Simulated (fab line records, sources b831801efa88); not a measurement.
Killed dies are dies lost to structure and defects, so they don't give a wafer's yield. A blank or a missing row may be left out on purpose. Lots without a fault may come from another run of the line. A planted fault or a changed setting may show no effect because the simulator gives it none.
fab line records | flow gf180mcu
record lots=12 wafers=36 last_day=34
route steps=602 shown NSD@262 SAB@268 M1@315
lots that met no fault: from a run of the same line without faults
start_h: hours from the record's first day to the start of the lot's first wafer shown | wait_h: hours since the lot's step before | " the same as in the row above | L1.1+2: a row that stands for several wafers | - no value, or no start given | * or withheld: withheld | < > ~ a bound
route shown NAME@n: a module of which the file shows steps, and the number in the route of the first | usual: mean/standard deviation of fault-free wafers | same: alike in all rows | chamber/n: place in a boat | sites: the reading at each site | _std_site: their standard deviation | _edge_site: outer sites' mean less inner sites' | radius_mm: how far each site lies from the wafer's centre | mask NAME#n: copy n | behind: the tool/chamber that last shaped the wafer | hold: why the lot was held/for how many hours/how that ended | device: the transistor (n, p or np) that didn't switch | end of line: the same wafers' tests at the end of the route | a step without rows: its recipe alone | killed: dies lost to structure and defects at the first sort, not the wafer's yield | map: a wafer's dies, x killed, . not, _ none there
set.NAME: the setting as run; set.NAME@STEP: as run at that earlier step | model.NAME: the simulator's own value behind a step, which no gauge read
steps of the route over a sample of lots; a table a step, a row a wafer
services: from which hour (start_h, from the record's first day; less than 0 if before it) a tool's chamber was out of use, for how many hours, and why
## steps
# step GF_PSD_RS_MEAS_14
# recipe thk_meas_gauge=four-point-probe
# usual NSD_RS=46.07/0.085
# columns lot.wafer tool chamber start_h wait_h NSD_RS[ohm/sq]
L499.1 film_metro-01 - 319.61 0.1 46.14
L499.4 " - " " 46.06
L499.6 " - " " 46.18
L500.1 film_metro-04 - 325.48 0.1 46.10
L500.2 " - " " 46.17
L500.6 " - " " 46.07
L503.1 film_metro-01 - 352.38 0.1 46.11
L503.4 " - " " 46.22
L503.5 " - " " 46.16
L504.3 film_metro-01 - 361.32 0.1 46.02
L504.4 " - " " 46.02
L504.6 " - " " 46.10
L505.1 film_metro-01 - 363.43 0.1 46.13
L505.3 " - " " 46.06
L505.5 " - " " 46.01
L511.2 film_metro-04 - 415.04 0.1 46.10
L511.5 " - " " 46.15
L511.6 " - " " 46.13
L513.1 film_metro-01 - 434.62 0.1 46.08
L513.2 " - " " 46.12
L513.5 " - " " 46.01
L518.1 film_metro-01 - 476.63 0.1 45.90
L518.3 " - " " 46.02
L518.4 " - " " 45.99
L519.1 film_metro-02 - 494.71 0.1 46.02
L519.2 " - " " 45.99
L519.6 " - " " 46.07
L520.2 film_metro-01 - 500.56 0.1 46.05
L520.3 " - " " 45.91
L520.4 " - " " 45.93
L521.1 film_metro-04 - 511.01 0.1 46.06
L521.3 " - " " 45.99
L521.5 " - " " 46.10
L522.1 film_metro-02 - 511.24 0.1 46.08
L522.3 " - " " 45.96
L522.6 " - " " 46.05
# step GF_SAB_COAT_04
# recipe resist=NOVOLAK spin_rpm=3000 resist_thk_nm=1000
# usual spin_speed_rpm=3000.2/2.6
# columns lot.wafer tool chamber start_h wait_h spin_speed_rpm
L499.1 litho_track-02 0 329.63 0.1 3001.0
L499.4 " 0 " " 3002.0
L499.6 " 0 " " 3000.7
L500.1 litho_track-03 0 335.93 0.1 3001.1
L500.2 " 0 " " 2999.4
L500.6 " 0 " " 2997.0
L503.1 litho_track-03 0 363.12 0.1 2997.8
L503.4 " 0 " " 3002.3
L503.5 " 0 " " 2998.0
L504.3 litho_track-03 0 371.47 0.1 3004.6
L504.4 " 0 " " 3004.2
L504.6 " 0 " " 2999.2
L505.1 litho_track-02 0 374.08 0.1 2998.0
L505.3 " 0 " " 3000.8
L505.5 " 0 " " 3000.9
L511.2 litho_track-03 0 427.05 0.1 3646.9
L511.5 " 0 " " 3647.8
L511.6 " 0 " " 3651.8
L513.1 litho_track-03 0 446.07 0.1 3651.9
L513.2 " 0 " " 3647.2
L513.5 " 0 " " 3646.7
L518.1 litho_track-04 0 488.53 0.1 2999.1
L518.3 " 0 " " 3002.9
L518.4 " 0 " " 2997.0
L519.1 litho_track-03 0 506.47 0.1 2999.4
L519.2 " 0 " " 3003.1
L519.6 " 0 " " 3005.8
L520.2 litho_track-02 0 512.06 0.1 3001.1
L520.3 " 0 " " 2998.5
L520.4 " 0 " " 2999.6
L521.1 litho_track-04 0 522.28 0.1 2998.3
L521.3 " 0 " " 2998.1
L521.5 " 0 " " 3001.5
L522.1 litho_track-02 0 522.78 0.1 2998.6
L522.3 " 0 " " 2999.8
L522.6 " 0 " " 3001.4
# step GF_SAB_CD_MEAS_09
# recipe target_cd_nm=420
# usual cd_nm=418.8/1.7
# columns lot.wafer tool chamber start_h wait_h cd_nm
L499.1 cd_sem-02 - 340.08 0.1 418.3
L499.4 " - " " 419.2
L499.6 " - " " 421.7
L500.1 cd_sem-02 - 346.23 0.1 421.0
L500.2 " - " " 419.5
L500.6 " - " " 419.8
L503.1 cd_sem-02 - 373.78 0.1 416.6
L503.4 " - " " 420.4
L503.5 " - " " 420.9
L504.3 cd_sem-02 - 383.77 0.1 421.5
L504.4 " - " " 419.7
L504.6 " - " " 419.9
L505.1 cd_sem-02 - 385.68 0.1 420.2
L505.3 " - " " 419.5
L505.5 " - " " 420.3
L511.2 cd_sem-01 - 438.84 0.1 408.1
L511.5 " - " " 406.6
L511.6 " - " " 407.1
L513.1 cd_sem-02 - 458.63 0.1 407.7
L513.2 " - " " 408.2
L513.5 " - " " 409.8
L518.1 cd_sem-02 - 500.53 0.1 418.4
L518.3 " - " " 418.8
L518.4 " - " " 416.9
L519.1 cd_sem-02 - 517.92 0.1 417.1
L519.2 " - " " 418.1
L519.6 " - " " 415.8
L520.2 cd_sem-01 - 523.55 0.1 419.4
L520.3 " - " " 419.1
L520.4 " - " " 418.6
L521.1 cd_sem-02 - 533.98 0.1 417.9
L521.3 " - " " 419.3
L521.5 " - " " 420.6
L522.1 cd_sem-02 - 534.28 0.1 418.4
L522.3 " - " " 418.6
L522.6 " - " " 418.9
# step GF_SAB_STRIP_13
# recipe chemistry=O2/N2 power_w=1400 pressure_mtorr=1500 platen_temp_c=250 o2_flow_sccm=3000 n2_flow_sccm=300 overash_fraction=0.5
# usual chamber_pressure_mTorr=1500.0/1.3 drypump_motor_current_A=5.63/0.27 heater_power_w=328/25 oes_product_au=0.709/0.0046 strip_time_to_endpoint_s=12.60/0.032
# columns lot.wafer tool chamber start_h wait_h chamber_pressure_mTorr drypump_motor_current_A heater_power_w oes_product_au rf_hours_counter_h strip_time_to_endpoint_s
L499.1 plasma_asher-03 0 340.39 0.0 1499.6 5.17 352 0.711 21 12.62
L499.4 " 0 " " 1500.9 5.15 349 0.708 - 12.62
L499.6 " 0 " " 1499.3 5.15 364 0.712 - 12.59
L500.1 plasma_asher-01 1 346.54 0.0 1501.0 5.55 377 0.709 56 12.57
L500.2 " 0 " " 1501.8 5.90 323 0.714 56 12.52
L500.6 " 1 " " 1501.5 5.53 368 0.711 - 12.57
L503.1 plasma_asher-02 0 374.09 0.0 1500.0 5.59 315 0.715 71 12.57
L503.4 " 0 " " 1498.2 5.55 315 0.716 - 12.57
L503.5 " 0 " " 1501.0 5.57 316 0.708 - 12.59
L504.3 plasma_asher-02 0 384.08 0.0 1497.9 5.58 318 0.711 - 12.62
L504.4 " 1 " " 1498.9 5.59 320 0.713 - 12.56
L504.6 " 0 " " 1498.5 5.58 323 0.709 - 12.58
L505.1 plasma_asher-01 0 385.99 0.0 1501.3 5.94 312 0.705 60 12.63
L505.3 " 1 " " 1502.1 5.56 362 0.703 - 12.61
L505.5 " 0 " " 1501.2 5.92 337 0.703 - 12.63
L511.2 plasma_asher-02 0 439.13 0.0 1499.9 5.58 299 0.707 1 11.52
L511.5 " 0 " " 1504.1 5.58 306 0.700 - 11.52
L511.6 " 1 " " 1497.7 5.66 317 0.703 - 11.52
L513.1 plasma_asher-01 0 458.93 0.0 1498.8 5.91 318 0.705 67 11.50
L513.2 " 1 " " 1501.6 5.56 364 0.707 67 11.50
L513.5 " 1 " " 1499.1 5.56 365 0.706 - 11.47
L518.1 plasma_asher-02 1 500.83 0.0 1499.8 5.60 313 0.705 8 12.62
L518.3 " 0 " " 1501.0 5.58 311 0.704 - 12.64
L518.4 " 1 " " 1498.9 5.60 315 0.711 - 12.60
L519.1 plasma_asher-02 1 518.36 0.0 1501.4 5.63 322 0.711 10 12.62
L519.2 " 0 " " 1499.7 5.63 304 0.712 10 12.59
L519.6 " 0 " " 1502.4 5.59 312 0.701 - 12.61
L520.2 plasma_asher-03 0 523.99 0.0 1500.3 5.16 357 0.711 40 12.61
L520.3 " 0 " " 1500.5 5.14 353 0.715 - 12.58
L520.4 " 1 " " 1498.7 6.01 296 0.705 - 12.64
L521.1 plasma_asher-03 0 534.29 0.0 1498.0 5.17 351 0.710 41 12.62
L521.3 " 1 " " 1499.6 5.99 301 0.708 - 12.60
L521.5 " 0 " " 1499.8 5.15 347 0.711 - 12.60
L522.1 plasma_asher-01 1 534.72 0.0 1501.4 5.55 365 0.709 76 12.58
L522.3 " 0 " " 1501.3 5.92 321 0.711 - 12.56
L522.6 " 0 " " 1499.3 5.86 337 0.697 - 12.61
# step GF_M1_SPUTTER_00
# recipe material=Ti target_thk_nm=37.5 arriving_ion_energy_ev=80 substrate_temp_c=200 chamber_pressure_pa=2 power_w=4000 time_s=150
# usual throttle_valve_pct=30.0/0.83
# columns lot.wafer tool chamber start_h wait_h throttle_valve_pct
L499.1 pvd_sputter-01 - 364.72 0.1 28.4
L499.4 " - " " 31.1
L499.6 " - " " 28.3
L500.1 pvd_sputter-01 - 370.67 0.2 28.2
L500.2 " - " " 31.3
L500.6 " - " " 28.4
L503.1 pvd_sputter-01 - 399.77 0.2 29.5
L503.4 " - " " 28.5
L503.5 " - " " 29.7
L504.3 pvd_sputter-04 - 409.17 0.2 30.8
L504.4 " - " " 30.6
L504.6 " - " " 30.2
L505.1 pvd_sputter-03 - 411.53 0.2 29.8
L505.3 " - " " 31.0
L505.5 " - " " 29.5
L511.2 pvd_sputter-03 - 466.03 0.2 29.5
L511.5 " - " " 29.4
L511.6 " - " " 29.5
L513.1 pvd_sputter-04 - 485.78 0.2 30.7
L513.2 " - " " 30.7
L513.5 " - " " 29.1
L518.1 pvd_sputter-01 - 526.25 0.1 31.1
L518.3 " - " " 28.2
L518.4 " - " " 29.7
L519.1 pvd_sputter-03 - 543.22 0.2 31.1
L519.2 " - " " 29.6
L519.6 " - " " 30.8
L520.2 pvd_sputter-03 - 550.55 0.1 30.8
L520.3 " - " " 31.2
L520.4 " - " " 29.5
L521.1 pvd_sputter-03 - 559.32 0.2 30.6
L521.3 " - " " 29.7
L521.5 " - " " 31.0
L522.1 pvd_sputter-04 - 560.37 0.2 30.2
L522.3 " - " " 29.0
L522.6 " - " " 30.5
# step GF_M1_SPUTTER_01
# recipe material=TiN target_thk_nm=30 power_w=6500 time_s=25 chamber_pressure_pa=0.4
# usual throttle_valve_pct=30.0/0.84
# columns lot.wafer tool chamber start_h wait_h throttle_valve_pct
L499.1 pvd_sputter-01 - 364.82 0.1 28.1
L499.4 " - " " 31.6
L499.6 " - " " 28.4
L500.1 pvd_sputter-01 - 370.77 0.1 28.1
L500.2 " - " " 31.4
L500.6 " - " " 28.6
L503.1 pvd_sputter-01 - 399.87 0.1 29.4
L503.4 " - " " 28.3
L503.5 " - " " 29.5
L504.3 pvd_sputter-04 - 409.27 0.1 30.6
L504.4 " - " " 30.9
L504.6 " - " " 30.1
L505.1 pvd_sputter-03 - 411.63 0.1 29.6
L505.3 " - " " 30.9
L505.5 " - " " 29.7
L511.2 pvd_sputter-03 - 466.13 0.1 29.8
L511.5 " - " " 29.8
L511.6 " - " " 29.6
L513.1 pvd_sputter-04 - 485.88 0.1 30.4
L513.2 " - " " 30.4
L513.5 " - " " 29.4
L518.1 pvd_sputter-01 - 526.35 0.1 31.2
L518.3 " - " " 28.3
L518.4 " - " " 29.5
L519.1 pvd_sputter-03 - 543.32 0.1 30.9
L519.2 " - " " 29.7
L519.6 " - " " 31.0
L520.2 pvd_sputter-03 - 550.65 0.1 30.8
L520.3 " - " " 30.7
L520.4 " - " " 29.4
L521.1 pvd_sputter-03 - 559.42 0.1 31.1
L521.3 " - " " 29.6
L521.5 " - " " 30.9
L522.1 pvd_sputter-04 - 560.47 0.1 30.3
L522.3 " - " " 29.0
L522.6 " - " " 30.7
## services
# columns tool chamber start_h hours kind
plasma_asher-03 - 307.79 0.6 repair
pvd_sputter-04 0 317.05 - consumable_replace:kit
pvd_sputter-04 0 317.05 18.0 scheduled_down
pvd_sputter-04 0 317.05 18.0 vent_cycle
pvd_sputter-01 - 318.17 1.7 repair
plasma_asher-02 - 328.40 14.6 pm
plasma_asher-01 - 361.93 2.8 pm
pvd_sputter-03 0 377.41 - consumable_replace:kit
pvd_sputter-03 0 377.41 18.0 scheduled_down
pvd_sputter-03 0 377.41 18.0 vent_cycle
pvd_sputter-01 3 400.00 - consumable_replace:kit
pvd_sputter-01 3 400.00 18.0 scheduled_down
pvd_sputter-01 3 400.00 18.0 vent_cycle
plasma_asher-02 - 421.25 9.0 pm
plasma_asher-02 0 421.25 9.0 vent_cycle
plasma_asher-02 1 421.25 9.0 vent_cycle
plasma_asher-02 0 430.25 - clean
plasma_asher-02 1 430.25 - clean
plasma_asher-01 - 438.98 3.6 repair
plasma_asher-01 - 442.15 6.5 repair
pvd_sputter-03 - 504.02 0.9 repair
pvd_sputter-01 - 535.85 1.7 repair
pvd_sputter-01 - 538.07 1.2 repair
pvd_sputter-01 - 548.95 46.6 repair
## key
first_sign step=GF_SAB_COAT_04 reading=spin_speed_rpm direction=up sigmas=99+ usual=* struck=*
effect step=GF_SAB_CD_MEAS_09 reading=cd_nm direction=down sigmas=6.3 usual=418.8 struck=407.9
effect step=GF_SAB_STRIP_13 reading=strip_time_to_endpoint_s direction=down sigmas=34 usual=* struck=*
met_at GF_SAB_COAT_04
struck_lots L511,L513
tester_left_out L511,L513
not_acting_at GF_PSD_RS_MEAS_14,GF_M1_SPUTTER_00,GF_M1_SPUTTER_01
onset_between 371.47 427.05
fault kind=process_parameter_drift tool=litho_track-03 chamber=- onset_h=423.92 steps=GF_SAB_COAT_04 channel=spin_rpm offset=* shape=step end_h=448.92 acts_in=* stated=*
# tester_left_out: of these lots the tester's yield and bins aren't shown, on N5 and GAA mostly nor the transistor test; their killed dies are dies lost to structure and defects alone, not to doping, threshold or leakage, so they don't give the yield
